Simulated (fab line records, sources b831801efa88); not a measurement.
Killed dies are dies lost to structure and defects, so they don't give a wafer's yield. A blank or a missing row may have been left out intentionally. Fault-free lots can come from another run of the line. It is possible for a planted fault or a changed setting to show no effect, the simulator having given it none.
Which tool is to blame? || flow sky130 || Sampling: 12 lots, 36 wafers, 5 of 708 route steps

== WHAT EACH GAUGE READ, for each wafer ==
SKY_VT_ADJUST_HVTP_TW_MEAS_11. Usual: VT_ADJUST_HVTP_TW gives 1358 (standard deviation 14).
{"lot": "L823", "measured": "day 6 16:36", "on": "film-metro-03", "VT_ADJUST_HVTP_TW": "1381 1380 1381", "flag": ""}
{"lot": "L822", "measured": "day 6 19:59", "on": "film-metro-04", "VT_ADJUST_HVTP_TW": "1363 1356 1353", "flag": ""}
{"lot": "L821", "measured": "day 6 20:57", "on": "film-metro-02", "VT_ADJUST_HVTP_TW": "1355 1361 1363", "flag": ""}
{"lot": "L824", "measured": "day 6 21:34", "on": "film-metro-03", "VT_ADJUST_HVTP_TW": "1383 1388 1382", "flag": ""}
{"lot": "L827", "measured": "day 7 14:13", "on": "film-metro-02", "VT_ADJUST_HVTP_TW": "1343 1343 1339", "flag": ""}
{"lot": "L828", "measured": "day 7 23:52", "on": "film-metro-02", "VT_ADJUST_HVTP_TW": "1336 1342 1341", "flag": ""}
{"lot": "L831", "measured": "day 8 16:17", "on": "film-metro-04", "VT_ADJUST_HVTP_TW": "1362 1362 1362", "flag": ""}
{"lot": "L832", "measured": "day 9 00:52", "on": "film-metro-04", "VT_ADJUST_HVTP_TW": "1361 1358 1359", "flag": ""}
{"lot": "L833", "measured": "day 9 06:03", "on": "film-metro-04", "VT_ADJUST_HVTP_TW": "1358 1363 1356", "flag": ""}
{"lot": "L842", "measured": "day 11 18:20", "on": "film-metro-04", "VT_ADJUST_HVTP_TW": "1345 1358 1348", "flag": ""}
{"lot": "L843", "measured": "day 12 03:34", "on": "film-metro-03", "VT_ADJUST_HVTP_TW": "1366 1375 1373", "flag": ""}
{"lot": "L844", "measured": "day 12 11:20", "on": "film-metro-04", "VT_ADJUST_HVTP_TW": "1358 1360 1359", "flag": ""}

SKY_VT_ADJUST_NCORE_TW_MEAS_11. Usual: VT_ADJUST_NCORE_TW gives 219.4 (standard deviation 2.4).
{"lot": "L823", "measured": "day 9 07:14", "on": "film-metro-04", "VT_ADJUST_NCORE_TW": "218.4 220.7 217.5", "flag": ""}
{"lot": "L822", "measured": "day 9 10:40", "on": "film-metro-01", "VT_ADJUST_NCORE_TW": "223.3 221.7 221.5", "flag": ""}
{"lot": "L821", "measured": "day 9 11:35", "on": "film-metro-02", "VT_ADJUST_NCORE_TW": "218.2 218.9 218.1", "flag": ""}
{"lot": "L824", "measured": "day 9 12:42", "on": "film-metro-02", "VT_ADJUST_NCORE_TW": "217.9 218.4 218.9", "flag": ""}
{"lot": "L827", "measured": "day 10 06:04", "on": "film-metro-01", "VT_ADJUST_NCORE_TW": "222.7 220.9 220.2", "flag": ""}
{"lot": "L828", "measured": "day 10 16:56", "on": "film-metro-02", "VT_ADJUST_NCORE_TW": "214.3 215.9 215.7", "flag": ""}
{"lot": "L831", "measured": "day 11 11:44", "on": "film-metro-01", "VT_ADJUST_NCORE_TW": "221.4 221.6 219.4", "flag": ""}
{"lot": "L832", "measured": "day 11 22:02", "on": "film-metro-01", "VT_ADJUST_NCORE_TW": "220.3 221.3 220.9", "flag": ""}
{"lot": "L833", "measured": "day 12 02:56", "on": "film-metro-02", "VT_ADJUST_NCORE_TW": "215.7 216.7 217.5", "flag": ""}
{"lot": "L842", "measured": "day 14 18:39", "on": "film-metro-02", "VT_ADJUST_NCORE_TW": "217.6 217.8 218.3", "flag": ""}
{"lot": "L843", "measured": "day 15 05:08", "on": "film-metro-01", "VT_ADJUST_NCORE_TW": "220.9 222.0 223.0", "flag": ""}
{"lot": "L844", "measured": "day 15 13:53", "on": "film-metro-01", "VT_ADJUST_NCORE_TW": "221.8 221.6 220.8", "flag": ""}

SKY_SONOS_ONO_THK_MEAS_03. Usual: SONOS_ONO_CVD_02_THK gives 10.57 nm (standard deviation 0.13).
{"lot": "L823", "measured": "day 12 08:25", "on": "film-metro-04", "SONOS_ONO_CVD_02_THK (nm)": "10.46 10.45 10.58", "flag": ""}
{"lot": "L822", "measured": "day 12 11:32", "on": "film-metro-04", "SONOS_ONO_CVD_02_THK (nm)": "10.62 10.52 10.54", "flag": ""}
{"lot": "L821", "measured": "day 12 12:37", "on": "film-metro-01", "SONOS_ONO_CVD_02_THK (nm)": "10.44 10.60 10.47", "flag": ""}
{"lot": "L824", "measured": "day 12 15:43", "on": "film-metro-02", "SONOS_ONO_CVD_02_THK (nm)": "10.61 10.66 10.66", "flag": ""}
{"lot": "L827", "measured": "day 14 10:48", "on": "film-metro-01", "SONOS_ONO_CVD_02_THK (nm)": "10.45 10.50 10.63", "flag": ""}
{"lot": "L828", "measured": "day 14 10:52", "on": "film-metro-02", "SONOS_ONO_CVD_02_THK (nm)": "10.43 10.50 10.54", "flag": ""}
{"lot": "L831", "measured": "day 14 16:13", "on": "film-metro-01", "SONOS_ONO_CVD_02_THK (nm)": "10.79 10.78 10.76", "flag": ""}
{"lot": "L832", "measured": "day 15 01:10", "on": "film-metro-02", "SONOS_ONO_CVD_02_THK (nm)": "11.61 11.78 11.74 11.59 11.76 11.77", "flag": "OFF"}
{"lot": "L833", "measured": "day 15 08:33", "on": "film-metro-02", "SONOS_ONO_CVD_02_THK (nm)": "10.99 11.15 11.37 10.97 11.13 11.39", "flag": "OFF"}
{"lot": "L842", "measured": "day 18 19:38", "on": "film-metro-04", "SONOS_ONO_CVD_02_THK (nm)": "10.53 10.52 10.48", "flag": ""}
{"lot": "L843", "measured": "day 19 02:04", "on": "film-metro-02", "SONOS_ONO_CVD_02_THK (nm)": "10.49 10.56 10.56", "flag": ""}
{"lot": "L844", "measured": "day 19 07:28", "on": "film-metro-01", "SONOS_ONO_CVD_02_THK (nm)": "10.63 10.58 10.65", "flag": ""}

SKY_GATE_OXIDE_THK_MEAS_02. Usual: GATE_OXIDE_OXIDATION_00_THK gives 10.31 nm (standard deviation 0.22).
{"lot": "L823", "measured": "day 13 19:22", "on": "film-metro-01", "GATE_OXIDE_OXIDATION_00_THK (nm)": "10.61 10.49 10.47", "flag": ""}
{"lot": "L822", "measured": "day 13 19:20", "on": "film-metro-03", "GATE_OXIDE_OXIDATION_00_THK (nm)": "10.44 10.54 10.49", "flag": ""}
{"lot": "L821", "measured": "day 13 19:21", "on": "film-metro-04", "GATE_OXIDE_OXIDATION_00_THK (nm)": "10.30 10.42 10.24", "flag": ""}
{"lot": "L824", "measured": "day 13 19:25", "on": "film-metro-01", "GATE_OXIDE_OXIDATION_00_THK (nm)": "10.12 10.01 10.05", "flag": ""}
{"lot": "L827", "measured": "day 15 18:27", "on": "film-metro-01", "GATE_OXIDE_OXIDATION_00_THK (nm)": "10.21 10.25 10.31", "flag": ""}
{"lot": "L828", "measured": "day 15 21:08", "on": "film-metro-03", "GATE_OXIDE_OXIDATION_00_THK (nm)": "10.37 10.45 10.46", "flag": ""}
{"lot": "L831", "measured": "day 16 01:47", "on": "film-metro-03", "GATE_OXIDE_OXIDATION_00_THK (nm)": "10.35 10.32 10.49", "flag": ""}
{"lot": "L832", "measured": "day 16 07:51", "on": "film-metro-03", "GATE_OXIDE_OXIDATION_00_THK (nm)": "10.44 10.27 10.37", "flag": ""}
{"lot": "L833", "measured": "day 16 15:03", "on": "film-metro-03", "GATE_OXIDE_OXIDATION_00_THK (nm)": "9.76 9.75 9.90", "flag": ""}
{"lot": "L842", "measured": "day 20 05:22", "on": "film-metro-03", "GATE_OXIDE_OXIDATION_00_THK (nm)": "10.33 10.29 10.30", "flag": ""}
{"lot": "L843", "measured": "day 20 13:10", "on": "film-metro-03", "GATE_OXIDE_OXIDATION_00_THK (nm)": "9.98 10.05 10.12", "flag": ""}
{"lot": "L844", "measured": "day 20 17:07", "on": "film-metro-03", "GATE_OXIDE_OXIDATION_00_THK (nm)": "10.22 10.21 10.22", "flag": ""}

== WHICH TOOL RAN EACH LOT (tool, then ch and the chambers of the sampled wafers, then the start) ==
{"lot": "L823", "SKY_SONOS_ONO_CVD_02": "lpcvd-02 ch 0, day 12 07:20"}
{"lot": "L822", "SKY_SONOS_ONO_CVD_02": "lpcvd-02 ch 0, day 12 10:29"}
{"lot": "L821", "SKY_SONOS_ONO_CVD_02": "lpcvd-02 ch 1, day 12 11:32"}
{"lot": "L824", "SKY_SONOS_ONO_CVD_02": "lpcvd-02 ch 0, day 12 14:38"}
{"lot": "L827", "SKY_SONOS_ONO_CVD_02": "lpcvd-02 ch 1, day 14 09:45"}
{"lot": "L828", "SKY_SONOS_ONO_CVD_02": "lpcvd-02 ch 1, day 14 09:45"}
{"lot": "L831", "SKY_SONOS_ONO_CVD_02": "lpcvd-02 ch 1, day 14 15:09"}
{"lot": "L832", "SKY_SONOS_ONO_CVD_02": "lpcvd-02 ch 0, day 15 00:07"}
{"lot": "L833", "SKY_SONOS_ONO_CVD_02": "lpcvd-02 ch 0, day 15 07:29"}
{"lot": "L842", "SKY_SONOS_ONO_CVD_02": "lpcvd-02 ch 0, day 18 17:16"}
{"lot": "L843", "SKY_SONOS_ONO_CVD_02": "lpcvd-02 ch 1, day 19 01:01"}
{"lot": "L844", "SKY_SONOS_ONO_CVD_02": "lpcvd-02 ch 0, day 19 06:25"}
- SKY_SONOS_ONO_CVD_02: deposits Si3N4 from DCS/NH3, target thk 10.5 nm, time 180 s.

== WHAT THE TOOLS THEMSELVES READ (means of the sampled wafers that have a number; where no wafer has one, the mark that the record gives instead) ==
SKY_SONOS_ONO_CVD_02. Usual: spike-tc-bottom-C 789.9 C, standard deviation 2; spike-tc-centre-C 770.8 C, standard deviation 1.4; zone-power-centre-pct 14.5 %, standard deviation 0.51; zone-power-lower-pct 13.09 %, standard deviation 0.25; zone-power-upper-pct 13.4 %, standard deviation 0.72.
{"lot": "L823", "tool": "lpcvd-02", "spike-tc-bottom-C (C)": 788.3, "spike-tc-centre-C (C)": 770.8, "zone-power-centre-pct (%)": 14.0, "zone-power-lower-pct (%)": 12.92, "zone-power-upper-pct (%)": 12.7, "flag": ""}
{"lot": "L822", "tool": "lpcvd-02", "spike-tc-bottom-C (C)": 787.7, "spike-tc-centre-C (C)": 771.2, "zone-power-centre-pct (%)": 14.1, "zone-power-lower-pct (%)": 12.87, "zone-power-upper-pct (%)": 12.9, "flag": ""}
{"lot": "L821", "tool": "lpcvd-02", "spike-tc-bottom-C (C)": 791.0, "spike-tc-centre-C (C)": 769.6, "zone-power-centre-pct (%)": 15.0, "zone-power-lower-pct (%)": 13.17, "zone-power-upper-pct (%)": 14.3, "flag": ""}
{"lot": "L824", "tool": "lpcvd-02", "spike-tc-bottom-C (C)": 789.3, "spike-tc-centre-C (C)": 771.7, "zone-power-centre-pct (%)": 14.0, "zone-power-lower-pct (%)": 12.96, "zone-power-upper-pct (%)": 12.7, "flag": ""}
{"lot": "L827", "tool": "lpcvd-02", "spike-tc-bottom-C (C)": 792.2, "spike-tc-centre-C (C)": 769.4, "zone-power-centre-pct (%)": 15.1, "zone-power-lower-pct (%)": 13.36, "zone-power-upper-pct (%)": 14.1, "flag": ""}
{"lot": "L828", "tool": "lpcvd-02", "spike-tc-bottom-C (C)": 792.1, "spike-tc-centre-C (C)": 769.2, "zone-power-centre-pct (%)": 15.1, "zone-power-lower-pct (%)": 13.40, "zone-power-upper-pct (%)": 14.1, "flag": ""}
{"lot": "L831", "tool": "lpcvd-02", "spike-tc-bottom-C (C)": 791.7, "spike-tc-centre-C (C)": 769.5, "zone-power-centre-pct (%)": 15.1, "zone-power-lower-pct (%)": 13.46, "zone-power-upper-pct (%)": 14.4, "flag": ""}
{"lot": "L832", "tool": "lpcvd-02", "spike-tc-bottom-C (C)": 789.1, "spike-tc-centre-C (C)": 783.9, "zone-power-centre-pct (%)": 17.6, "zone-power-lower-pct (%)": 11.29, "zone-power-upper-pct (%)": 11.0, "flag": "OFF"}
{"lot": "L833", "tool": "lpcvd-02", "spike-tc-bottom-C (C)": 789.2, "spike-tc-centre-C (C)": 783.6, "zone-power-centre-pct (%)": 17.5, "zone-power-lower-pct (%)": 11.30, "zone-power-upper-pct (%)": 11.2, "flag": "OFF"}
{"lot": "L842", "tool": "lpcvd-02", "spike-tc-bottom-C (C)": 787.6, "spike-tc-centre-C (C)": 773.2, "zone-power-centre-pct (%)": 14.0, "zone-power-lower-pct (%)": 12.86, "zone-power-upper-pct (%)": 12.8, "flag": ""}
{"lot": "L843", "tool": "lpcvd-02", "spike-tc-bottom-C (C)": 791.7, "spike-tc-centre-C (C)": 769.9, "zone-power-centre-pct (%)": 15.1, "zone-power-lower-pct (%)": 13.44, "zone-power-upper-pct (%)": 14.2, "flag": ""}
{"lot": "L844", "tool": "lpcvd-02", "spike-tc-bottom-C (C)": 787.5, "spike-tc-centre-C (C)": 772.4, "zone-power-centre-pct (%)": 14.1, "zone-power-lower-pct (%)": 12.95, "zone-power-upper-pct (%)": 12.8, "flag": ""}

== THE ANSWER, worked out from the rows above alone ==
Rule: lot off if the mean of its wafers having a number is beyond 3 standard deviations from the usual mean. A lot without any number at a reading at which 4 lots or more have one is off too. The other lots that the step has rows for count as sound. The gauges are gone through in route order, then the tools' own readings, and for those a lot's mean is taken as printed above. At the first step where some lot is off, the reading lying furthest off is the one used; lots without a number count as furthest.
Off: L832, L833, seen at SKY_SONOS_ONO_THK_MEAS_03 (SONOS_ONO_CVD_02_THK).
A tool fits if, at a process step before that reading, it ran every lot that is off, and no sound lot after the first of them. Not tried: the gauges at SKY_SONOS_ONO_THK_MEAS_03; whatever is off there is also off at SKY_SONOS_ONO_CVD_02, on other tools, and gauge error can't account for it. None of those tried fits.

== WHAT THE SIMULATOR HAD INSERTED ==
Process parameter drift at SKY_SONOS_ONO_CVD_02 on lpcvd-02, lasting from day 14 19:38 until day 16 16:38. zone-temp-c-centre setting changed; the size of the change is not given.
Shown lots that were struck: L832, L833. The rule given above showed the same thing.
